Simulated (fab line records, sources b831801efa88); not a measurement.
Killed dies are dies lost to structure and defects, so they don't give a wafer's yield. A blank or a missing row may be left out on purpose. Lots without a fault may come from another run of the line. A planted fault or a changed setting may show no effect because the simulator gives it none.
Which tool did it? | flow gf180mcu | 13 lots, 39 wafers sampled, at 4 steps of a route of 602

WHAT THE GAUGES READ, wafer by wafer
GF_PSD_OVL_MEAS_08.
lot  | measured     | on         | PSD_OVL (nm)
L815 | day 14 02:08 | overlay-01 | -1.0 -1.5 -1.7
L816 | day 14 11:04 | overlay-02 | -0.6 -1.3 -2.4
L817 | day 14 22:24 | overlay-01 | -1.6 -0.8 -2.8
L818 | day 15 01:49 | overlay-02 | -3.0 -3.0 -3.9
L819 | day 15 12:54 | overlay-01 | -2.8 -2.0 -2.5
L821 | day 16 08:02 | overlay-02 | -1.8 0.7 -2.8
L823 | day 17 00:01 | overlay-01 | -1.9 -2.3 -1.6
L824 | day 17 09:33 | overlay-01 | -0.7 -1.7 -0.6
L825 | day 17 17:25 | overlay-02 | -1.6 -0.1 -2.5
L826 | day 17 23:28 | overlay-01 | -3.3 -2.7 -4.7
L827 | day 18 09:11 | overlay-02 | 1.8 -0.9 0.4
L832 | day 20 08:49 | overlay-02 | -0.3 -1.1 -0.1
L838 | day 22 09:38 | overlay-02 | -0.7 -0.4 -0.2

GF_SALICIDE_RS_MEAS_04: measures by four-point-probe.
lot  | measured     | on            | SALICIDE_TIN_RS (ohm/sq)
L815 | day 14 23:45 | film_metro-01 | 16.04 16.37 16.13
L816 | day 15 09:16 | film_metro-02 | 16.09 16.19 16.40
L817 | day 15 20:37 | film_metro-01 | 15.84 15.80 15.87
L818 | day 16 00:13 | film_metro-04 | 16.54 16.34 16.50
L819 | day 16 11:38 | film_metro-01 | 16.68 16.53 16.62
L821 | day 17 07:49 | film_metro-04 | 16.55 16.69 16.66
L823 | day 18 00:11 | film_metro-02 | 16.73 16.90 16.40
L824 | day 18 10:13 | film_metro-02 | 16.33 16.17 16.38
L825 | day 18 18:59 | film_metro-04 | 16.57 16.46 16.57
L826 | day 19 00:44 | film_metro-02 | 16.45 16.68 16.56
L827 | day 19 10:25 | film_metro-01 | 16.11 15.99 15.88
L832 | day 21 10:46 | film_metro-01 | 16.60 17.81 16.18
L838 | day 23 09:44 | film_metro-02 | 16.05 16.46 16.46

WHICH TOOL RAN EACH LOT (tool, then ch and the chambers of the sampled wafers, then the start)
lot  | GF_HV_LDD_RTA_52                 | GF_SALICIDE_SPUTTER_02
L815 | rtp_anneal-01 ch 0, day 12 07:58 | pvd_sputter-01, day 14 23:40
L816 | rtp_anneal-02 ch 0, day 12 16:18 | pvd_sputter-01, day 15 09:10
L817 | rtp_anneal-02 ch 0, day 13 02:49 | pvd_sputter-01, day 15 20:34
L818 | rtp_anneal-01 ch 0, day 13 07:01 | pvd_sputter-01, day 16 00:10
L819 | rtp_anneal-02 ch 0, day 13 16:35 | pvd_sputter-04, day 16 11:34
L821 | rtp_anneal-01 ch 0, day 14 11:10 | pvd_sputter-03, day 17 07:46
L823 | rtp_anneal-01 ch 0, day 15 01:17 | pvd_sputter-04, day 18 00:07
L824 | rtp_anneal-02 ch 0, day 15 10:37 | pvd_sputter-01, day 18 10:10
L825 | rtp_anneal-01 ch 0, day 15 16:55 | pvd_sputter-04, day 18 18:55
L826 | rtp_anneal-02 ch 0, day 15 23:09 | pvd_sputter-04, day 19 00:40
L827 | rtp_anneal-01 ch 0, day 16 07:47 | pvd_sputter-01, day 19 10:22
L832 | rtp_anneal-02 ch 0, day 18 04:43 | pvd_sputter-04, day 21 10:39
L838 | rtp_anneal-02 ch 0, day 20 05:56 | pvd_sputter-01, day 23 09:40
- GF_HV_LDD_RTA_52: time 10 s.
- GF_SALICIDE_SPUTTER_02: material Co, target thk 10 nm, time 20 s.

WHAT THE TOOLS THEMSELVES READ (means of the sampled wafers that have a number; where no wafer has one, the mark that the record gives instead)
GF_HV_LDD_RTA_52.
lot  | tool          | lamp_power_pct (%) | wafer_temp_C_max
L815 | rtp_anneal-01 | 37.4               | 1003.8
L816 | rtp_anneal-02 | 36.6               | 1004.6
L817 | rtp_anneal-02 | 36.6               | 1004.6
L818 | rtp_anneal-01 | 37.4               | 1003.5
L819 | rtp_anneal-02 | 36.6               | 1006.3
L821 | rtp_anneal-01 | 37.4               | 1003.4
L823 | rtp_anneal-01 | 37.4               | 1004.1
L824 | rtp_anneal-02 | 36.6               | 1004.4
L825 | rtp_anneal-01 | 37.4               | 1002.9
L826 | rtp_anneal-02 | 36.6               | 1004.7
L827 | rtp_anneal-01 | 37.4               | 1003.7
L832 | rtp_anneal-02 | 36.6               | 1005.3
L838 | rtp_anneal-02 | 36.6               | 1004.8

GF_SALICIDE_SPUTTER_02.
lot  | tool           | throttle_valve_pct (%)
L815 | pvd_sputter-01 | 30.3
L816 | pvd_sputter-01 | 30.8
L817 | pvd_sputter-01 | 29.5
L818 | pvd_sputter-01 | 29.4
L819 | pvd_sputter-04 | 30.2
L821 | pvd_sputter-03 | 30.2
L823 | pvd_sputter-04 | 29.3
L824 | pvd_sputter-01 | 30.0
L825 | pvd_sputter-04 | 30.1
L826 | pvd_sputter-04 | 29.9
L827 | pvd_sputter-01 | 30.0
L832 | pvd_sputter-04 | 29.3
L838 | pvd_sputter-01 | 29.6

THE ANSWER, worked out from the rows above alone
Rule: what is usual is taken from the lots themselves. Put in order of their means at a reading, lots are off if they are a third of the lots or fewer, leave a main group of 4 or more, and stand apart from it by a gap of 3 or more times the standard deviation of the main group's means; of several such gaps the widest counts. A main group whose means are all the same, to the digits that the tables above print for the reading, isn't used. A lot without any number at a reading at which 4 lots or more have one is off too. The other lots that the step has rows for count as sound. The gauges are gone through in route order, then the tools' own readings, and for those a lot's mean is taken as printed above. The first step at which some lot is off is used, and at that step the reading that is off furthest; a lot without a number counts as furthest.
No lot is off at any reading shown: from this, nothing can be told.

WHAT THE SIMULATOR HAD PUT IN
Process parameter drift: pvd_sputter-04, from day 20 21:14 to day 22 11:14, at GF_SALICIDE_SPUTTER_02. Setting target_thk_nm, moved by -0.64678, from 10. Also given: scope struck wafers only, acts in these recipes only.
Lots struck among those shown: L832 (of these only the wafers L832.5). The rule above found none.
